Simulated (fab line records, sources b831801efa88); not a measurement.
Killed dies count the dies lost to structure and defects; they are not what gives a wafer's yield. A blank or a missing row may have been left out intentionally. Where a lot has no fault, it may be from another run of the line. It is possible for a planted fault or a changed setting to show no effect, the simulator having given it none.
Which tool was responsible? || flow gf180mcu || Sampling: 15 lots, 45 wafers, 6 of 602 route steps

## WHAT EACH GAUGE READ, for each wafer
GF_STI_BOW_MEAS_00. Usual: for INCOMING_BOW the level is 0 um and the standard deviation is 6.1.
{"lot": "L871", "measured": "day 1 10:02", "on": "filmMetro-04", "INCOMING_BOW (um)": "0 -4 1", "flag": ""}
{"lot": "L872", "measured": "day 1 15:04", "on": "filmMetro-03", "INCOMING_BOW (um)": "3 6 -3", "flag": ""}
{"lot": "L873", "measured": "day 1 20:00", "on": "filmMetro-04", "INCOMING_BOW (um)": "4 -6 -2", "flag": ""}
{"lot": "L874", "measured": "day 2 01:03", "on": "filmMetro-01", "INCOMING_BOW (um)": "-2 0 1", "flag": ""}
{"lot": "L875", "measured": "day 2 06:02", "on": "filmMetro-03", "INCOMING_BOW (um)": "3 -2 4", "flag": ""}
{"lot": "L876", "measured": "day 2 11:00", "on": "filmMetro-03", "INCOMING_BOW (um)": "-4 4 -8", "flag": ""}
{"lot": "L877", "measured": "day 2 16:00", "on": "filmMetro-04", "INCOMING_BOW (um)": "-7 3 -9", "flag": ""}
{"lot": "L878", "measured": "day 2 21:01", "on": "filmMetro-04", "INCOMING_BOW (um)": "-12 6 -13", "flag": ""}
{"lot": "L879", "measured": "day 3 02:00", "on": "filmMetro-04", "INCOMING_BOW (um)": "-9 -1 8", "flag": ""}
{"lot": "L881", "measured": "day 3 12:04", "on": "filmMetro-04", "INCOMING_BOW (um)": "10 -4 -6", "flag": ""}
{"lot": "L882", "measured": "day 3 17:01", "on": "filmMetro-03", "INCOMING_BOW (um)": "-2 -6 -9", "flag": ""}
{"lot": "L887", "measured": "day 4 18:04", "on": "filmMetro-01", "INCOMING_BOW (um)": "0 -9 -8", "flag": ""}
{"lot": "L890", "measured": "day 5 09:00", "on": "filmMetro-03", "INCOMING_BOW (um)": "-20 -5 -1", "flag": ""}
{"lot": "L891", "measured": "day 5 14:01", "on": "filmMetro-01", "INCOMING_BOW (um)": "-4 -4 -6", "flag": ""}
{"lot": "L892", "measured": "day 5 19:01", "on": "filmMetro-01", "INCOMING_BOW (um)": "3 5 -18", "flag": ""}

GF_STI_THK_MEAS_30. Usual: for STI_OXIDATION_02_THK the level is 10.46 nm and the standard deviation is 0.18.
{"lot": "L871", "measured": "day 2 08:14", "on": "filmMetro-03", "STI_OXIDATION_02_THK (nm)": "10.55 10.43 10.49", "flag": ""}
{"lot": "L872", "measured": "day 2 13:56", "on": "filmMetro-03", "STI_OXIDATION_02_THK (nm)": "10.46 10.47 10.46", "flag": ""}
{"lot": "L873", "measured": "day 2 19:52", "on": "filmMetro-01", "STI_OXIDATION_02_THK (nm)": "10.38 10.56 10.40", "flag": ""}
{"lot": "L874", "measured": "day 2 22:27", "on": "filmMetro-03", "STI_OXIDATION_02_THK (nm)": "10.75 10.96 10.85", "flag": ""}
{"lot": "L875", "measured": "day 3 03:27", "on": "filmMetro-04", "STI_OXIDATION_02_THK (nm)": "10.47 10.65 10.54", "flag": ""}
{"lot": "L876", "measured": "day 3 07:40", "on": "filmMetro-03", "STI_OXIDATION_02_THK (nm)": "10.68 10.76 10.54", "flag": ""}
{"lot": "L877", "measured": "day 3 14:07", "on": "filmMetro-03", "STI_OXIDATION_02_THK (nm)": "10.34 10.34 10.51", "flag": ""}
{"lot": "L878", "measured": "day 3 19:32", "on": "filmMetro-03", "STI_OXIDATION_02_THK (nm)": "10.54 10.85 10.72", "flag": ""}
{"lot": "L879", "measured": "day 4 00:44", "on": "filmMetro-04", "STI_OXIDATION_02_THK (nm)": "10.45 10.35 10.39", "flag": ""}
{"lot": "L881", "measured": "day 4 13:41", "on": "filmMetro-04", "STI_OXIDATION_02_THK (nm)": "10.70 10.44 10.54", "flag": ""}
{"lot": "L882", "measured": "day 4 19:55", "on": "filmMetro-03", "STI_OXIDATION_02_THK (nm)": "10.59 10.45 10.59", "flag": ""}
{"lot": "L887", "measured": "day 5 18:55", "on": "filmMetro-04", "STI_OXIDATION_02_THK (nm)": "10.56 10.72 10.72", "flag": ""}
{"lot": "L890", "measured": "day 6 08:12", "on": "filmMetro-04", "STI_OXIDATION_02_THK (nm)": "10.23 10.43 10.13", "flag": ""}
{"lot": "L891", "measured": "day 6 12:18", "on": "filmMetro-01", "STI_OXIDATION_02_THK (nm)": "10.62 10.62 10.49", "flag": ""}
{"lot": "L892", "measured": "day 6 18:52", "on": "filmMetro-01", "STI_OXIDATION_02_THK (nm)": "10.02 10.26 10.20", "flag": ""}

GF_LVPWELL_OVL_MEAS_07. Usual: for LVPWELL_OVL the level is -0.4 nm and the standard deviation is 1.1.
{"lot": "L871", "measured": "day 3 23:24", "on": "overlay-01", "LVPWELL_OVL (nm)": "-0.1 -1.1 -2.0", "flag": ""}
{"lot": "L872", "measured": "day 4 05:07", "on": "overlay-01", "LVPWELL_OVL (nm)": "1.3 1.8 -0.3", "flag": ""}
{"lot": "L873", "measured": "day 4 11:53", "on": "overlay-01", "LVPWELL_OVL (nm)": "0.3 -1.2 0.0", "flag": ""}
{"lot": "L874", "measured": "day 4 14:06", "on": "overlay-01", "LVPWELL_OVL (nm)": "-1.4 -0.8 0.4", "flag": ""}
{"lot": "L875", "measured": "day 4 19:37", "on": "overlay-02", "LVPWELL_OVL (nm)": "-1.2 0.0 -0.5", "flag": ""}
{"lot": "L876", "measured": "day 4 22:56", "on": "overlay-02", "LVPWELL_OVL (nm)": "-1.0 -0.4 -0.7", "flag": ""}
{"lot": "L877", "measured": "day 5 07:13", "on": "overlay-01", "LVPWELL_OVL (nm)": "-0.1 -0.3 -1.3", "flag": ""}
{"lot": "L878", "measured": "day 5 12:44", "on": "overlay-01", "LVPWELL_OVL (nm)": "-0.5 -2.3 -0.6", "flag": ""}
{"lot": "L879", "measured": "day 5 19:07", "on": "overlay-01", "LVPWELL_OVL (nm)": "0.8 1.8 1.2", "flag": ""}
{"lot": "L881", "measured": "day 6 09:34", "on": "overlay-01", "LVPWELL_OVL (nm)": "-1.4 -0.9 -2.6", "flag": ""}
{"lot": "L882", "measured": "day 6 15:08", "on": "overlay-01", "LVPWELL_OVL (nm)": "0.7 1.4 0.8", "flag": ""}
{"lot": "L887", "measured": "day 7 17:19", "on": "overlay-01", "LVPWELL_OVL (nm)": "-1.0 -1.3 0.4", "flag": ""}
{"lot": "L890", "measured": "day 8 07:34", "on": "overlay-02", "LVPWELL_OVL (nm)": "-0.4 -0.4 -0.7", "flag": ""}
{"lot": "L891", "measured": "day 8 12:31", "on": "overlay-02", "LVPWELL_OVL (nm)": "0.1 -1.4 0.7", "flag": ""}
{"lot": "L892", "measured": "day 8 18:54", "on": "overlay-02", "LVPWELL_OVL (nm)": "0.4 -1.3 -0.2", "flag": ""}

GF_LVPWELL_TW_MEAS_11. Usual: for LVPWELL_TW the level is 560 and the standard deviation is 4.
{"lot": "L871", "measured": "day 3 23:50", "on": "filmMetro-02", "LVPWELL_TW": "563 562 559", "flag": ""}
{"lot": "L872", "measured": "day 4 05:33", "on": "filmMetro-01", "LVPWELL_TW": "558 556 556", "flag": ""}
{"lot": "L873", "measured": "day 4 12:20", "on": "filmMetro-02", "LVPWELL_TW": "562 560 563", "flag": ""}
{"lot": "L874", "measured": "day 4 14:32", "on": "filmMetro-01", "LVPWELL_TW": "558 555 556", "flag": ""}
{"lot": "L875", "measured": "day 4 20:04", "on": "filmMetro-02", "LVPWELL_TW": "561 559 562", "flag": ""}
{"lot": "L876", "measured": "day 4 23:22", "on": "filmMetro-02", "LVPWELL_TW": "560 562 562", "flag": ""}
{"lot": "L877", "measured": "day 5 07:38", "on": "filmMetro-02", "LVPWELL_TW": "560 560 559", "flag": ""}
{"lot": "L878", "measured": "day 5 13:11", "on": "filmMetro-02", "LVPWELL_TW": "563 561 560", "flag": ""}
{"lot": "L879", "measured": "day 5 19:32", "on": "filmMetro-01", "LVPWELL_TW": "557 555 558", "flag": ""}
{"lot": "L881", "measured": "day 6 10:01", "on": "filmMetro-03", "LVPWELL_TW": "569 565 569", "flag": ""}
{"lot": "L882", "measured": "day 6 15:35", "on": "filmMetro-01", "LVPWELL_TW": "559 558 553", "flag": ""}
{"lot": "L887", "measured": "day 7 17:45", "on": "filmMetro-02", "LVPWELL_TW": "562 560 559", "flag": ""}
{"lot": "L890", "measured": "day 8 07:59", "on": "filmMetro-03", "LVPWELL_TW": "1321 1328 1324", "flag": "OFF"}
{"lot": "L891", "measured": "day 8 12:57", "on": "filmMetro-03", "LVPWELL_TW": "1321 1325 1316", "flag": "OFF"}
{"lot": "L892", "measured": "day 8 19:20", "on": "filmMetro-02", "LVPWELL_TW": "1312 1309 1311", "flag": "OFF"}

GF_VT_IMPLANT_RS_MEAS_48: measurement is done with a four-point probe. Usual: for LVPWELL_RS the level is 1197 ohm/sq and the standard deviation is 3.1.
{"lot": "L871", "measured": "day 7 17:07", "on": "filmMetro-01", "LVPWELL_RS (ohm/sq)": "1196 1200 1202", "flag": ""}
{"lot": "L872", "measured": "day 7 21:34", "on": "filmMetro-03", "LVPWELL_RS (ohm/sq)": "1196 1198 1197", "flag": ""}
{"lot": "L873", "measured": "day 8 05:47", "on": "filmMetro-02", "LVPWELL_RS (ohm/sq)": "1196 1202 1201", "flag": ""}
{"lot": "L874", "measured": "day 8 12:16", "on": "filmMetro-01", "LVPWELL_RS (ohm/sq)": "1197 1196 1199", "flag": ""}
{"lot": "L875", "measured": "day 8 17:30", "on": "filmMetro-02", "LVPWELL_RS (ohm/sq)": "1196 1196 1196", "flag": ""}
{"lot": "L876", "measured": "day 8 21:22", "on": "filmMetro-01", "LVPWELL_RS (ohm/sq)": "1194 1192 1198", "flag": ""}
{"lot": "L877", "measured": "day 9 06:35", "on": "filmMetro-01", "LVPWELL_RS (ohm/sq)": "1197 1197 1198", "flag": ""}
{"lot": "L878", "measured": "day 9 14:14", "on": "filmMetro-02", "LVPWELL_RS (ohm/sq)": "1198 1202 1198", "flag": ""}
{"lot": "L879", "measured": "day 9 22:01", "on": "filmMetro-01", "LVPWELL_RS (ohm/sq)": "1192 1193 1194", "flag": ""}
{"lot": "L881", "measured": "day 10 13:53", "on": "filmMetro-03", "LVPWELL_RS (ohm/sq)": "1194 1194 1196", "flag": ""}
{"lot": "L882", "measured": "day 10 20:02", "on": "filmMetro-01", "LVPWELL_RS (ohm/sq)": "1193 1191 1194", "flag": ""}
{"lot": "L887", "measured": "day 12 05:08", "on": "filmMetro-03", "LVPWELL_RS (ohm/sq)": "1194 1195 1193", "flag": ""}
{"lot": "L890", "measured": "day 12 19:31", "on": "filmMetro-03", "LVPWELL_RS (ohm/sq)": "- - -", "flag": "OFF"}
{"lot": "L891", "measured": "day 13 01:53", "on": "filmMetro-02", "LVPWELL_RS (ohm/sq)": "- - -", "flag": "OFF"}
{"lot": "L892", "measured": "day 13 11:14", "on": "filmMetro-01", "LVPWELL_RS (ohm/sq)": "- - -", "flag": "OFF"}

## TOOL THAT RAN EACH LOT (tool first, then ch and the chambers of the sampled wafers, then the start)
{"lot": "L871", "GF_LVPWELL_IMPLANT_08": "implanter-03 ch 0, day 3 23:28"}
{"lot": "L872", "GF_LVPWELL_IMPLANT_08": "implanter-01 ch 0, day 4 05:12"}
{"lot": "L873", "GF_LVPWELL_IMPLANT_08": "implanter-03 ch 0, day 4 11:56"}
{"lot": "L874", "GF_LVPWELL_IMPLANT_08": "implanter-03 ch 0, day 4 14:10"}
{"lot": "L875", "GF_LVPWELL_IMPLANT_08": "implanter-03 ch 0, day 4 19:41"}
{"lot": "L876", "GF_LVPWELL_IMPLANT_08": "implanter-03 ch 0, day 4 22:58"}
{"lot": "L877", "GF_LVPWELL_IMPLANT_08": "implanter-02 ch 0, day 5 07:14"}
{"lot": "L878", "GF_LVPWELL_IMPLANT_08": "implanter-03 ch 0, day 5 12:48"}
{"lot": "L879", "GF_LVPWELL_IMPLANT_08": "implanter-01 ch 0, day 5 19:08"}
{"lot": "L881", "GF_LVPWELL_IMPLANT_08": "implanter-01 ch 0, day 6 09:39"}
{"lot": "L882", "GF_LVPWELL_IMPLANT_08": "implanter-01 ch 0, day 6 15:12"}
{"lot": "L887", "GF_LVPWELL_IMPLANT_08": "implanter-03 ch 0, day 7 17:24"}
{"lot": "L890", "GF_LVPWELL_IMPLANT_08": "implanter-03 ch 0, day 8 07:35"}
{"lot": "L891", "GF_LVPWELL_IMPLANT_08": "implanter-02 ch 0, day 8 12:34"}
{"lot": "L892", "GF_LVPWELL_IMPLANT_08": "implanter-01 ch 0, day 8 18:57"}
- GF_LVPWELL_IMPLANT_08

## AS READ BY THE TOOLS THEMSELVES (means over the sampled wafers that have a number; for cases with no such wafer, the mark the record gives instead)
GF_LVPWELL_IMPLANT_08. Usual: endStationPressureTorr reads 5.06e-06 Torr (standard deviation 2.7e-07).
{"lot": "L871", "tool": "implanter-03", "endStationPressureTorr (Torr)": 5.05e-06, "flag": ""}
{"lot": "L872", "tool": "implanter-01", "endStationPressureTorr (Torr)": 4.79e-06, "flag": ""}
{"lot": "L873", "tool": "implanter-03", "endStationPressureTorr (Torr)": 4.94e-06, "flag": ""}
{"lot": "L874", "tool": "implanter-03", "endStationPressureTorr (Torr)": 5.05e-06, "flag": ""}
{"lot": "L875", "tool": "implanter-03", "endStationPressureTorr (Torr)": 5.16e-06, "flag": ""}
{"lot": "L876", "tool": "implanter-03", "endStationPressureTorr (Torr)": 5.08e-06, "flag": ""}
{"lot": "L877", "tool": "implanter-02", "endStationPressureTorr (Torr)": 5.36e-06, "flag": ""}
{"lot": "L878", "tool": "implanter-03", "endStationPressureTorr (Torr)": 5.28e-06, "flag": ""}
{"lot": "L879", "tool": "implanter-01", "endStationPressureTorr (Torr)": 5.18e-06, "flag": ""}
{"lot": "L881", "tool": "implanter-01", "endStationPressureTorr (Torr)": 4.97e-06, "flag": ""}
{"lot": "L882", "tool": "implanter-01", "endStationPressureTorr (Torr)": 5.05e-06, "flag": ""}
{"lot": "L887", "tool": "implanter-03", "endStationPressureTorr (Torr)": 5.15e-06, "flag": ""}
{"lot": "L890", "tool": "implanter-03", "endStationPressureTorr (Torr)": 5.20e-06, "flag": ""}
{"lot": "L891", "tool": "implanter-02", "endStationPressureTorr (Torr)": 5.17e-06, "flag": ""}
{"lot": "L892", "tool": "implanter-01", "endStationPressureTorr (Torr)": 4.98e-06, "flag": ""}

## THE ANSWER, worked out from the rows above alone
Rule: a lot is off if the mean of its wafers that have a number lies more than 3 standard deviations from the usual mean. A lot without any number at a reading at which 4 lots or more have one is off too. The other lots that the step has rows for count as sound. First the gauges in route order, then the tools' own readings, where a lot's mean is used as printed above. The first step at which some lot is off is used, and at that step the reading that is off furthest; a lot without a number counts as furthest.
Off: L890, L891, L892, seen at GF_LVPWELL_TW_MEAS_11 (LVPWELL_TW).
A tool fits if, at a process step before that reading, it ran every lot that is off, and no sound lot after the first of them. Gauges at GF_LVPWELL_TW_MEAS_11: tried the same way as those tools. Of those tried, none fits.

## WHAT THE SIMULATOR PUT IN
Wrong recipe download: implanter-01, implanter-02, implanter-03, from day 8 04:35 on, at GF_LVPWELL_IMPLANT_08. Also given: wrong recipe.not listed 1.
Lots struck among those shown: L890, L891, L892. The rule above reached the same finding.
